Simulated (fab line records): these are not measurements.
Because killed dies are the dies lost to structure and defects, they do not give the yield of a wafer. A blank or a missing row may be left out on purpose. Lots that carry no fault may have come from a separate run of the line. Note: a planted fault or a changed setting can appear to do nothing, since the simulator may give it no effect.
Lot-split experiment -- flow sky130 -- on a route of 708 steps: 5 lots, 23 wafers read

## THE SPLIT ITSELF
At SKY_FIELD_ISO_OXIDATION_01 (stabilise 600 s, purge 300 s, target thk 12 nm), the setting ox-time-s was moved away from the recipe's 1843 s on 10 of the 23 wafers read, by +9.6% to +13.2%. For the rest of the wafers, this setting stayed at what the recipe calls for.

No step appears in the file between the split and the reading.

## THE READING
Values of FIELD_ISO_OXIDATION_00_THK in nm from SKY_FIELD_ISO_THK_MEAS_02. Fault-free wafers of this fab line usually give 12.12 nm, standard deviation 0.24 nm.

wafer,"tool, chamber at the split","ox-time-s as run, s",against the recipe,"FIELD_ISO_OXIDATION_00_THK, nm",against lot-mates on the recipe
L074.1,"-, -",2086,+13.2%,13.23,no lot-mate on the recipe
L074.2,"-, -",2086,+13.2%,13.18,no lot-mate on the recipe
L074.3,"-, -",2086,+13.2%,13.33,no lot-mate on the recipe
L074.4,"-, -",2086,+13.2%,13.13,no lot-mate on the recipe
L074.5,"-, -",2086,+13.2%,13.32,no lot-mate on the recipe
L075.1,"furnace-01, 0",1843,recipe,11.89,-
L075.4,"furnace-01, 0",1843,recipe,11.76,-
L075.5,"furnace-01, 0",1843,recipe,11.95,-
L077.1,"-, -",1843,recipe,11.92,-
L077.2,"-, -",1843,recipe,12.04,-
L077.4,"-, -",1843,recipe,11.85,-
L077.5,"-, -",1843,recipe,11.97,-
L077.6,"-, -",1843,recipe,11.89,-
L080.2,"-, -",1843,recipe,11.87,-
L080.3,"-, -",1843,recipe,12.00,-
L080.4,"-, -",1843,recipe,11.96,-
L080.5,"-, -",1843,recipe,12.19,-
L080.6,"-, -",1843,recipe,12.08,-
L084.1,"-, -",2020,+9.6%,13.45,no lot-mate on the recipe
L084.2,"-, -",2020,+9.6%,13.19,no lot-mate on the recipe
L084.3,"-, -",2020,+9.6%,13.22,no lot-mate on the recipe
L084.5,"-, -",2020,+9.6%,13.28,no lot-mate on the recipe
L084.6,"-, -",2020,+9.6%,13.45,no lot-mate on the recipe

FIT RESULTS
A straight line over all 23 wafers: FIELD_ISO_OXIDATION_00_THK changes by +0.111 nm for each +1% of ox-time-s; r = +0.96; the points scatter about the line by 0.2 nm.
Too few moved wafers have a lot-mate on the recipe to fit a line with each lot's own level taken away.

## THE WHOLE CHAIN: every reading that the file lists as answering this split, in the file's order
step,what it does,reading,change (the file's fit),r (the file's)
SKY_FIELD_ISO_OXIDATION_01,"stabilise 600 s, purge 300 s, target thk 12 nm","SiO2_of_FIELD_ISO_OXIDATION_01.thk-nm (the simulator's own value, which no gauge read)",+0.108 nm for each +1% of the setting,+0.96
SKY_FIELD_ISO_THK_MEAS_02,,FIELD_ISO_OXIDATION_00_THK,+0.111 for each +1% of the setting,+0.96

## FILE'S OWN FIT
FIELD_ISO_OXIDATION_00_THK changes by +0.111 nm for each +1% of ox-time-s, r = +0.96.
